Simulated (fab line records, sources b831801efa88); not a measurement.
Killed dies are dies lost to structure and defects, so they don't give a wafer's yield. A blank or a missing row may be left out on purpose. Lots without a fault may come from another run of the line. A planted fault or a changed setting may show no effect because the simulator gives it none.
fab line records | flow sky130
record lots=24 wafers=72 last_day=50
route steps=708 shown LI_CONTACT@382 VIA1@470 METAL2@499 CAPM@550 VIA4@652 METAL5@677
lots that met no fault: from a run of the same line without faults
start_h: hours from the record's first day to the start of the lot's first wafer shown | wait_h: hours since the lot's step before | " the same as in the row above | L1.1+2: a row that stands for several wafers | - no value, or no start given | * or withheld: withheld | < > ~ a bound
route shown NAME@n: a module of which the file shows steps, and the number in the route of the first | usual: mean/standard deviation of fault-free wafers | same: alike in all rows | chamber/n: place in a boat | sites: the reading at each site | _std_site: their standard deviation | _edge_site: outer sites' mean less inner sites' | radius_mm: how far each site lies from the wafer's centre | mask NAME#n: copy n | behind: the tool/chamber that last shaped the wafer | hold: why the lot was held/for how many hours/how that ended | device: the transistor (n, p or np) that didn't switch | end of line: the same wafers' tests at the end of the route | a step without rows: its recipe alone | killed: dies lost to structure and defects at the first sort, not the wafer's yield | map: a wafer's dies, x killed, . not, _ none there
set.NAME: the setting as run; set.NAME@STEP: as run at that earlier step | model.NAME: the simulator's own value behind a step, which no gauge read
steps of the route over a sample of lots; a table a step, a row a wafer
services: from which hour (start_h, from the record's first day; less than 0 if before it) a tool's chamber was out of use, for how many hours, and why
## steps
# step SKY_LI_CONTACT_SPUTTER_20
# recipe material=TiN target_thk_nm=20 chamber_pressure_pa=5 power_w=4000 time_s=80
# usual throttle_valve_pct=30.1/0.66
# columns lot.wafer tool chamber start_h wait_h throttle_valve_pct
L074.2 pvd_sputter-03 - 684.53 0.0 30.5
L074.4 " - " " 30.5
L074.6 " - " " 30.1
L075.1 pvd_sputter-01 - 686.23 0.0 29.2
L075.2 " - " " 29.8
L075.4 " - " " 30.1
L076.2 pvd_sputter-03 - 689.18 0.0 30.1
L076.3 " - " " 30.4
L076.4 " - " " 30.3
L077.2 pvd_sputter-01 - 700.04 0.0 29.4
L077.4 " - " " 31.1
L077.6 " - " " 29.6
L078.1 pvd_sputter-01 - 706.71 0.0 30.9
L078.5 " - " " 29.9
L078.6 " - " " 30.0
L079.4 pvd_sputter-03 - 717.44 0.0 30.3
L079.5 " - " " 30.3
L079.6 " - " " 30.5
L080.1 pvd_sputter-01 - 721.06 0.0 29.9
L080.2 " - " " 29.8
L080.5 " - " " 29.7
L081.2 pvd_sputter-01 - 733.62 0.0 29.7
L081.4 " - " " 29.9
L081.6 " - " " 31.1
L082.1 pvd_sputter-01 - 742.66 0.0 29.3
L082.4 " - " " 29.9
L082.6 " - " " 30.0
L083.4 pvd_sputter-03 - 754.82 0.0 30.7
L083.5 " - " " 30.4
L083.6 " - " " 30.5
L084.2 pvd_sputter-01 - 755.61 0.0 31.1
L084.4 " - " " 29.6
L084.6 " - " " 29.9
L085.2 pvd_sputter-03 - 765.88 0.0 30.5
L085.5 " - " " 30.0
L085.6 " - " " 30.5
L086.2 pvd_sputter-01 - 773.01 0.0 29.7
L086.4 " - " " 29.8
L086.6 " - " " 29.4
L087.2 pvd_sputter-03 - 806.16 0.0 30.3
L087.4 " - " " 30.7
L087.5 " - " " 30.4
L088.1 pvd_sputter-02 - 806.76 0.0 27.4
L088.3 " - " " 30.6
L088.4 " - " " 30.5
L089.2 pvd_sputter-01 - 807.11 0.0 31.1
L089.3 " - " " 29.8
L089.4 " - " " 29.5
L090.1 pvd_sputter-03 - 808.06 0.0 30.6
L090.4 " - " " 30.2
L090.6 " - " " 30.5
L091.2 pvd_sputter-02 - 809.61 0.0 30.6
L091.3 " - " " 27.5
L091.6 " - " " 30.6
L092.1 pvd_sputter-03 - 811.36 0.0 30.2
L092.3 " - " " 30.1
L092.4 " - " " 30.5
L093.2 pvd_sputter-01 - 813.46 0.0 30.0
L093.5 " - " " 29.4
L093.6 " - " " 31.0
L094.1 pvd_sputter-01 - 824.56 0.0 29.5
L094.4 " - " " 29.8
L094.6 " - " " 31.1
L095.1 pvd_sputter-03 - 837.48 0.0 30.3
L095.2 " - " " 30.2
L095.5 " - " " 30.4
L096.2 pvd_sputter-03 - 849.51 0.0 30.3
L096.4 " - " " 30.2
L096.5 " - " " 30.4
L097.2 pvd_sputter-02 - 850.63 0.0 27.3
L097.4 " - " " 29.1
L097.6 " - " " 30.4
# step SKY_VIA1_CD_MEAS_12
# recipe target_cd_nm=150
# usual cd_nm=150.1/1.7
# columns lot.wafer tool chamber start_h wait_h cd_nm
L074.2 cd_sem-02 - 798.68 - 149.2
L074.4 " - " " 148.6
L074.6 " - " " 149.4
L075.1 cd_sem-02 - 799.96 - 148.7
L075.2 " - " " 148.1
L075.4 " - " " 149.3
L076.2 cd_sem-01 - 802.73 - 148.8
L076.3 " - " " 149.1
L076.4 " - " " 149.2
L077.2 cd_sem-01 - 814.43 - 151.1
L077.4 " - " " 150.3
L077.6 " - " " 152.3
L078.1 cd_sem-02 - 822.26 - 150.3
L078.5 " - " " 148.8
L078.6 " - " " 149.1
L079.4 cd_sem-01 - 828.84 - 150.0
L079.5 " - " " 150.2
L079.6 " - " " 148.7
L080.1 cd_sem-02 - 834.13 - 151.4
L080.2 " - " " 153.3
L080.5 " - " " 150.8
L081.2 cd_sem-01 - 844.93 - 153.8
L081.4 " - " " 153.4
L081.6 " - " " 151.0
L082.1 cd_sem-02 - 852.76 - 151.9
L082.4 " - " " 151.4
L082.6 " - " " 153.1
L084.2 cd_sem-01 - 867.43 - 154.5
L084.4 " - " " 153.9
L084.6 " - " " 154.1
L083.4 cd_sem-02 - 867.44 - 149.4
L083.5 " - " " 151.5
L083.6 " - " " 150.6
L085.2 cd_sem-01 - 877.78 - 150.4
L085.5 " - " " 150.5
L085.6 " - " " 150.9
L086.2 cd_sem-02 - 883.23 - 148.2
L086.4 " - " " 148.8
L086.6 " - " " 148.5
L087.2 cd_sem-02 - 914.93 - 149.6
L087.4 " - " " 150.8
L087.5 " - " " 150.9
L088.1 cd_sem-02 - 915.86 - 148.5
L088.3 " - " " 148.5
L088.4 " - " " 149.2
L089.2 cd_sem-02 - 916.23 - 150.4
L089.3 " - " " 150.3
L089.4 " - " " 150.4
L090.1 cd_sem-02 - 916.56 - 149.8
L090.4 " - " " 149.9
L090.6 " - " " 149.8
L091.2 cd_sem-02 - 916.93 - 147.6
L091.3 " - " " 150.0
L091.6 " - " " 147.5
L092.1 cd_sem-01 - 919.66 - 148.8
L092.3 " - " " 148.1
L092.4 " - " " 149.2
L093.2 cd_sem-02 - 922.93 - 149.8
L093.5 " - " " 149.0
L093.6 " - " " 149.5
L094.1 cd_sem-01 - 932.08 - 152.6
L094.4 " - " " 151.8
L094.6 " - " " 153.2
L095.1 cd_sem-01 - 944.41 - 149.7
L095.2 " - " " 149.9
L095.5 " - " " 149.6
L096.2 cd_sem-02 - 955.03 - 149.6
L096.4 " - " " 149.1
L096.5 " - " " 150.3
L097.2 cd_sem-01 - 955.58 - 151.8
L097.4 " - " " 151.1
L097.6 " - " " 151.5
# step SKY_METAL2_OVL_MEAS_16
# usual METAL2_OVL=0/4.9
# columns lot.wafer tool chamber start_h wait_h METAL2_OVL[nm]
L074.2 overlay-02 - 826.53 0.1 3
L074.4 " - " " 9
L074.6 " - " " 9
L075.1 overlay-01 - 827.95 0.1 3
L075.2 " - " " 10
L075.4 " - " " 10
L076.2 overlay-01 - 830.84 0.1 -5
L076.3 " - " " 0
L076.4 " - " " 2
L077.2 overlay-02 - 842.38 0.1 -5
L077.4 " - " " -6
L077.6 " - " " -4
L078.1 overlay-02 - 850.03 0.1 -1
L078.5 " - " " 4
L078.6 " - " " 2
L079.4 overlay-01 - 856.75 0.1 3
L079.5 " - " " 4
L079.6 " - " " -5
L080.1 overlay-02 - 862.10 0.1 -18
L080.2 " - " " -13
L080.5 " - " " -3
L081.2 overlay-02 - 873.13 0.1 0
L081.4 " - " " 2
L081.6 " - " " -1
L082.1 overlay-02 - 881.03 0.1 3
L082.4 " - " " -3
L082.6 " - " " 3
L083.4 overlay-01 - 894.60 0.1 14
L083.5 " - " " -5
L083.6 " - " " 3
L084.2 overlay-01 - 894.94 0.1 2
L084.4 " - " " 1
L084.6 " - " " 0
L085.2 overlay-02 - 904.96 0.1 0
L085.5 " - " " 5
L085.6 " - " " 0
L086.2 overlay-01 - 910.43 0.1 -5
L086.4 " - " " -6
L086.6 " - " " -4
L087.2 overlay-01 - 941.34 0.1 -3
L087.4 " - " " -4
L087.5 " - " " 6
L088.1 overlay-02 - 942.49 0.1 0
L088.3 " - " " -5
L088.4 " - " " 3
L089.2 overlay-02 - 942.84 0.1 8
L089.3 " - " " 2
L089.4 " - " " 2
L090.1 overlay-02 - 943.08 0.1 5
L090.4 " - " " -2
L090.6 " - " " -3
L091.2 overlay-02 - 943.43 0.1 -2
L091.3 " - " " 2
L091.6 " - " " -6
L092.1 overlay-01 - 946.19 0.1 -1
L092.3 " - " " -3
L092.4 " - " " 10
L093.2 overlay-01 - 949.13 0.1 6
L093.5 " - " " 0
L093.6 " - " " -7
L094.1 overlay-02 - 958.75 0.1 0
L094.4 " - " " -6
L094.6 " - " " -7
L095.1 overlay-02 - 970.90 0.1 -3
L095.2 " - " " 3
L095.5 " - " " 0
L096.2 overlay-01 - 979.88 0.1 -1
L096.4 " - " " -5
L096.5 " - " " -4
L097.2 overlay-02 - 981.14 0.1 2
L097.4 " - " " 1
L097.6 " - " " 2
# step SKY_CAPM_METAL_ETCH_13
# recipe target_depth_nm=220 stop_on=SiO2 chemistry=Cl2/BCl3 target=TiN pressure_mtorr=10 icp_w=900 bias_w=48.5 Cl2_flow_sccm=60 bcl3_flow_sccm=30 time_s=62.9
# usual drypump_motor_current_A=5.9/0.42 oes_product_au=0.941/0.0073 throttle_valve_pct=21.901/0.01
# columns lot.wafer tool chamber start_h wait_h drypump_motor_current_A oes_product_au rf_hours_counter_h throttle_valve_pct
L074.2 rie_metal-04 0 881.24 0.0 5.8 0.931 19 21.909
L074.4 " 0 " " 5.8 0.931 - 21.905
L074.6 " 0 " " 5.8 0.922 - 21.909
L075.1 rie_metal-03 1 884.34 0.0 5.4 0.951 1 21.906
L075.2 " 0 " " 5.6 0.943 5 21.891
L075.4 " 0 " " 5.6 0.944 - 21.899
L076.2 rie_metal-03 1 886.74 0.0 5.4 0.928 1 21.912
L076.3 " 1 " " 5.4 0.940 - 21.900
L076.4 " 0 " " 5.6 0.934 - 21.905
L077.2 rie_metal-04 1 897.32 0.0 6.6 0.945 - 21.906
L077.4 " 1 " " 6.6 0.946 - 21.905
L077.6 " 1 " " 6.6 0.958 - 21.896
L078.1 rie_metal-02 1 905.44 0.0 5.5 0.933 14 21.903
L078.5 " 1 " " 5.5 0.944 - 21.904
L078.6 " 0 " " 6.2 0.935 - 21.903
L079.4 rie_metal-03 1 912.17 0.0 5.4 0.941 - 21.906
L079.5 " 0 " " 5.6 0.935 - 21.897
L079.6 " 1 " " 5.4 0.946 - 21.896
L080.1 rie_metal-02 0 916.30 0.0 6.2 0.943 10 21.908
L080.2 " 1 " " 5.5 0.947 14 21.889
L080.5 " 1 " " 5.6 0.950 - 21.893
L081.2 rie_metal-02 1 926.29 0.0 5.5 0.936 14 21.909
L081.4 " 1 " " 5.5 0.933 - 21.888
L081.6 " 1 " " 5.5 0.937 - 21.897
L082.1 rie_metal-02 0 933.39 0.0 6.2 0.943 11 21.899
L082.4 " 0 " " 6.2 0.944 - 21.896
L082.6 " 0 " " 6.2 0.934 - 21.921
L083.4 rie_metal-02 0 946.43 0.0 6.2 0.924 - 21.886
L083.5 " 1 " " 5.5 0.939 - 21.918
L083.6 " 0 " " 6.2 0.940 - 21.916
L084.2 rie_metal-04 1 946.79 0.0 6.5 0.952 19 21.883
L084.4 " 1 " " 6.6 0.945 - 21.893
L084.6 " 1 " " 6.5 0.948 - 21.899
L085.2 rie_metal-03 0 957.84 0.0 5.5 0.945 9 21.901
L085.5 " 1 " " 5.4 0.945 - 21.912
L085.6 " 0 " " 5.6 0.935 - 21.902
L086.2 rie_metal-02 0 961.89 0.0 6.2 0.947 12 21.893
L086.4 " 0 " " 6.2 0.948 - 21.894
L086.6 " 0 " " 6.2 0.950 - 21.903
L087.2 rie_metal-04 0 992.14 0.0 5.8 0.942 5 21.910
L087.4 " 1 " " 6.6 0.950 - 21.898
L087.5 " 0 " " 5.8 0.946 - 21.891
L088.1 rie_metal-04 1 993.64 0.0 6.6 0.955 21 21.893
L088.3 " 1 " " 6.6 0.943 - 21.900
L088.4 " 0 " " 5.8 0.945 - 21.911
L089.2 rie_metal-02 1 994.29 0.0 5.5 0.931 18 21.895
L089.3 " 1 " " 5.5 0.934 - 21.910
L089.4 " 0 " " 6.2 0.934 - 21.890
L090.1 rie_metal-04 0 994.30 0.0 5.8 0.940 5 21.912
L090.4 " 1 " " 6.6 0.929 - 21.911
L090.6 " 0 " " 5.8 0.924 - 21.912
L091.2 rie_metal-02 1 995.09 0.0 5.5 0.941 18 21.908
L091.3 " 1 " " 5.5 0.939 - 21.905
L091.6 " 1 " " 5.5 0.946 - 21.905
L092.1 rie_metal-04 0 996.94 0.0 5.8 0.924 5 21.903
L092.3 " 1 " " 6.6 0.937 - 21.916
L092.4 " 0 " " 5.8 0.937 - 21.890
L093.2 rie_metal-02 1 1000.14 0.0 5.5 0.946 18 21.916
L093.5 " 1 " " 5.5 0.953 - 21.891
L093.6 " 0 " " 6.2 0.936 - 21.897
L094.1 rie_metal-04 1 1009.14 0.0 6.6 0.937 22 21.906
L094.4 " 0 " " 5.8 0.940 - 21.907
L094.6 " 0 " " 5.8 0.939 - 21.910
L095.1 rie_metal-03 0 1021.94 0.0 5.6 0.957 12 21.890
L095.2 " 1 " " 5.4 0.953 8 21.911
L095.5 " 1 " " 5.4 0.958 - 21.888
L096.2 rie_metal-02 1 1029.79 0.0 5.5 0.943 20 21.908
L096.4 " 0 " " 6.2 0.947 - 21.901
L096.5 " 1 " " 5.5 0.946 - 21.905
L097.2 rie_metal-03 0 1031.64 0.0 5.6 0.938 13 21.898
L097.4 " 1 " " 5.4 0.936 - 21.907
L097.6 " 0 " " 5.6 0.944 - 21.903
# step SKY_VIA4_STRIP_13
# recipe chemistry=O2/N2 power_w=1400 pressure_mtorr=1500 platen_temp_c=withheld o2_flow_sccm=3000 n2_flow_sccm=300 overash_fraction=0.5
# usual drypump_motor_current_A=5.7/0.55 oes_product_au=0.709/0.0047 strip_time_to_endpoint_s=12.811/0.027
# columns lot.wafer tool chamber start_h wait_h drypump_motor_current_A oes_product_au rf_hours_counter_h strip_time_to_endpoint_s
L074.2 plasma_asher-01 0 1009.84 - 6.1 0.703 121 12.833
L074.4 " 1 " " 5.2 0.706 - 12.807
L074.6 " 1 " " 5.2 0.702 - 12.828
L075.1 plasma_asher-02 0 1013.27 - 5.1 0.699 22 12.813
L075.2 " 1 " " 6.4 0.704 22 12.814
L075.4 " 1 " " 6.4 0.713 - 12.737
L076.2 plasma_asher-02 1 1015.79 - 6.5 0.708 22 12.785
L076.3 " 0 " " 5.1 0.708 - 12.825
L076.4 " 1 " " 6.4 0.708 - 12.777
L077.2 plasma_asher-01 0 1024.84 - 6.1 0.711 122 12.794
L077.4 " 0 " " 6.1 0.708 - 12.821
L077.6 " 1 " " 5.2 0.699 - 12.757
L078.1 plasma_asher-01 0 1030.77 - 6.1 0.703 123 12.764
L078.5 " 1 " " 5.2 0.716 - 12.798
L078.6 " 0 " " 6.1 0.707 - 12.814
L079.4 plasma_asher-03 1 1039.05 - 6.3 0.707 - 12.860
L079.5 " 0 " " 5.2 0.711 - 12.869
L079.6 " 1 " " 6.2 0.711 - 12.801
L080.1 plasma_asher-01 1 1042.82 - 5.2 0.715 124 12.761
L080.2 " 0 " " 6.1 0.703 124 12.824
L080.5 " 0 " " 6.1 0.713 - 12.792
L081.2 plasma_asher-03 0 1050.39 - 5.2 0.716 96 12.827
L081.4 " 1 " " 6.3 0.708 - 12.814
L081.6 " 0 " " 5.2 0.703 - 12.855
L082.1 plasma_asher-03 0 1056.34 - 5.2 0.707 97 12.829
L082.4 " 1 " " 6.3 0.709 - 12.800
L082.6 " 0 " " 5.2 0.707 - 12.818
L083.4 plasma_asher-01 0 1068.22 - 6.1 0.719 - 12.851
L083.5 " 1 " " 5.3 0.707 - 12.805
L083.6 " 0 " " 6.1 0.712 - 12.836
L084.2 plasma_asher-03 1 1069.72 - 6.3 0.709 99 12.779
L084.4 " 1 " " 6.3 0.713 - 12.777
L084.6 " 1 " " 6.3 0.705 - 12.827
L085.2 plasma_asher-01 0 1078.44 - 6.2 0.709 1 12.762
L085.5 " 0 " " 6.2 0.708 - 12.825
L085.6 " 1 " " 5.2 0.710 - 12.814
L086.2 plasma_asher-02 1 1079.89 - 6.4 0.715 28 12.843
L086.4 " 0 " " 5.1 0.718 - 12.765
L086.6 " 0 " " 5.1 0.705 - 12.839
L087.2 plasma_asher-03 0 1107.67 - 5.2 0.707 102 12.831
L087.4 " 0 " " 5.2 0.710 - 12.806
L087.5 " 0 " " 5.2 0.710 - 12.787
L088.1 plasma_asher-01 0 1109.27 - 6.1 0.707 4 12.795
L088.3 " 0 " " 6.1 0.713 - 12.801
L088.4 " 1 " " 5.2 0.715 - 12.797
L089.2 plasma_asher-03 0 1109.57 - 5.2 0.701 102 12.815
L089.3 " 0 " " 5.2 0.713 - 12.782
L089.4 " 1 " " 6.3 0.705 - 12.831
L090.1 plasma_asher-01 1 1110.97 - 5.2 0.714 4 12.793
L090.4 " 0 " " 6.1 0.707 - 12.775
L090.6 " 0 " " 6.1 0.706 - 12.802
L091.2 plasma_asher-03 1 1111.54 - 6.3 0.708 103 12.868
L091.3 " 1 " " 6.3 0.723 - 12.865
L091.6 " 0 " " 5.2 0.697 - 12.823
L092.1 plasma_asher-02 0 1112.82 - 5.1 0.709 31 12.797
L092.3 " 1 " " 6.4 0.714 - 12.823
L092.4 " 0 " " 5.1 0.703 - 12.805
L093.2 plasma_asher-02 0 1116.27 - 5.1 0.712 31 12.825
L093.5 " 0 " " 5.1 0.703 - 12.813
L093.6 " 1 " " 6.4 0.701 - 12.826
L094.1 plasma_asher-03 1 1122.24 - 6.3 0.703 104 12.838
L094.4 " 0 " " 5.2 0.705 - 12.774
L094.6 " 0 " " 5.2 0.706 - 12.804
L095.1 plasma_asher-02 1 1134.09 - 6.5 0.713 33 12.838
L095.2 " 0 " " 5.1 0.710 33 12.789
L095.5 " 0 " " 5.1 0.712 - 12.835
L097.2 plasma_asher-01 1 1141.39 - 5.2 0.716 8 12.802
L097.4 " 0 " " 6.1 0.705 - 12.797
L097.6 " 0 " " 6.1 0.704 - 12.785
L096.2 plasma_asher-03 0 1141.43 - 5.2 0.708 105 12.861
L096.4 " 1 " " 6.3 0.715 - 12.845
L096.5 " 1 " " 6.3 0.712 - 12.849
# step SKY_METAL5_STRIP_16
# recipe chemistry=O2/N2 power_w=1400 pressure_mtorr=1500 platen_temp_c=withheld o2_flow_sccm=3000 n2_flow_sccm=300 overash_fraction=0.5
# usual drypump_motor_current_A=5.8/0.46 oes_product_au=0.711/0.0041 strip_time_to_endpoint_s=13.06/0.1
# columns lot.wafer tool chamber start_h wait_h drypump_motor_current_A oes_product_au rf_hours_counter_h strip_time_to_endpoint_s
L074.2 plasma_asher-02 1 1034.70 0.2 6.4 0.703 24 13.01
L074.4 " 0 " " 5.1 0.709 - 12.90
L074.6 " 1 " " 6.4 0.710 - 13.15
L075.1 plasma_asher-01 1 1038.28 0.2 5.2 0.705 123 13.06
L075.2 " 0 " " 6.1 0.707 123 13.09
L075.4 " 0 " " 6.1 0.709 - 12.94
L076.2 plasma_asher-01 0 1040.39 0.2 6.1 0.708 124 13.04
L076.3 " 0 " " 6.1 0.710 - 13.12
L076.4 " 1 " " 5.2 0.713 - 13.06
L077.2 plasma_asher-04 0 1049.44 0.2 5.9 0.706 61 13.02
L077.4 " 1 " " 5.7 0.706 - 13.01
L077.6 " 0 " " 5.9 0.708 - 13.11
L078.1 plasma_asher-04 1 1055.19 0.2 5.7 0.716 61 13.20
L078.5 " 1 " " 5.7 0.710 - 13.21
L078.6 " 0 " " 5.9 0.716 - 13.15
L079.4 plasma_asher-02 1 1062.91 0.1 6.4 0.710 - 13.12
L079.5 " 1 " " 6.4 0.719 - 13.07
L079.6 " 0 " " 5.1 0.707 - 13.21
L080.1 plasma_asher-01 1 1065.70 0.2 5.2 0.707 0 13.14
L080.2 " 0 " " 6.1 0.705 0 12.98
L080.5 " 0 " " 6.0 0.710 - 13.07
L081.2 plasma_asher-01 1 1073.20 0.2 5.2 0.713 1 13.25
L081.4 " 0 " " 6.1 0.706 - 13.09
L081.6 " 0 " " 6.1 0.718 - 13.09
L082.1 plasma_asher-04 1 1079.24 0.2 5.7 0.710 64 13.18
L082.4 " 1 " " 5.7 0.708 - 13.09
L082.6 " 1 " " 5.7 0.713 - 13.08
L083.4 plasma_asher-04 0 1090.93 0.1 5.9 0.714 - 13.08
L083.5 " 0 " " 5.9 0.710 - 12.95
L083.6 " 1 " " 5.7 0.708 - 13.07
L084.2 plasma_asher-04 1 1092.64 0.2 5.7 0.712 65 13.10
L084.4 " 0 " " 5.9 0.717 - 13.17
L084.6 " 0 " " 5.9 0.705 - 13.12
L085.2 plasma_asher-04 0 1100.29 0.2 5.9 0.703 66 13.10
L085.5 " 1 " " 5.7 0.720 - 13.12
L085.6 " 0 " " 5.9 0.710 - 13.16
L086.2 plasma_asher-02 0 1102.57 0.3 5.1 0.704 30 13.12
L086.4 " 1 " " 6.4 0.709 - 13.14
L086.6 " 1 " " 6.4 0.711 - 13.15
L087.2 plasma_asher-02 1 1128.44 0.2 6.4 0.715 32 13.09
L087.4 " 0 " " 5.1 0.710 - 12.93
L087.5 " 1 " " 6.5 0.709 - 12.94
L088.1 plasma_asher-04 0 1130.10 0.2 5.9 0.705 69 13.12
L088.3 " 1 " " 5.7 0.709 - 13.19
L088.4 " 0 " " 6.0 0.710 - 13.07
L089.2 plasma_asher-04 0 1130.78 0.2 5.9 0.713 69 13.00
L089.3 " 1 " " 5.7 0.714 - 12.88
L089.4 " 0 " " 5.9 0.709 - 13.10
L090.1 plasma_asher-02 0 1131.94 0.2 5.1 0.709 33 13.01
L090.4 " 1 " " 6.4 0.708 - 12.99
L090.6 " 0 " " 5.1 0.705 - 12.98
L091.2 plasma_asher-01 0 1132.48 0.2 6.2 0.722 7 12.99
L091.3 " 1 " " 5.3 0.711 - 12.89
L091.6 " 1 " " 5.3 0.710 - 12.99
L092.1 plasma_asher-04 1 1134.24 0.2 5.7 0.714 69 13.01
L092.3 " 0 " " 5.9 0.712 - 12.95
L092.4 " 1 " " 5.7 0.714 - 12.95
L093.2 plasma_asher-04 1 1136.43 0.2 5.7 0.714 70 13.04
L093.5 " 1 " " 5.7 0.712 - 13.12
L093.6 " 0 " " 5.9 0.709 - 12.96
L094.1 plasma_asher-02 1 1142.38 0.2 6.5 0.720 33 13.04
L094.4 " 1 " " 6.4 0.711 - 13.18
L094.6 " 0 " " 5.1 0.711 - 13.03
L095.1 plasma_asher-02 0 1153.98 0.2 5.1 0.703 35 13.21
L095.2 " 1 " " 6.4 0.709 35 13.12
L095.5 " 0 " " 5.1 0.712 - 13.13
L097.2 plasma_asher-01 0 1161.29 0.2 6.1 0.714 10 12.94
L097.4 " 1 " " 5.2 0.713 - 12.93
L097.6 " 1 " " 5.2 0.708 - 12.93
L096.2 plasma_asher-02 0 1161.40 0.2 5.1 0.707 35 12.99
L096.4 " 0 " " 5.1 0.716 - 12.95
L096.5 " 1 " " 6.5 0.717 - 12.94
## services
# columns tool chamber start_h hours kind
rie_metal-02 0 660.58 2.8 repair
pvd_sputter-01 - 692.26 1.4 repair
plasma_asher-01 - 696.23 2.8 pm
pvd_sputter-03 - 705.55 3.8 repair
plasma_asher-02 - 733.79 9.0 pm
pvd_sputter-03 - 745.26 2.9 repair
pvd_sputter-01 - 761.34 2.3 repair
pvd_sputter-03 - 766.32 23.6 repair
plasma_asher-04 - 767.72 4.0 repair
pvd_sputter-03 - 788.46 3.2 repair
pvd_sputter-01 - 790.33 3.9 repair
pvd_sputter-03 - 814.06 7.5 repair
pvd_sputter-01 - 822.19 1.8 repair
pvd_sputter-01 - 857.49 0.5 repair
pvd_sputter-01 - 897.41 1.5 repair
plasma_asher-02 - 947.82 1.1 repair
plasma_asher-02 - 951.98 23.5 repair
pvd_sputter-01 - 957.61 5.0 repair
plasma_asher-02 - 975.45 28.1 pm
plasma_asher-01 - 1055.25 9.0 pm
plasma_asher-02 - 1105.18 4.0 repair
plasma_asher-02 - 1126.70 1.7 repair
plasma_asher-02 - 1136.43 5.6 repair
plasma_asher-01 - 1147.78 1.1 repair
## key
fault none
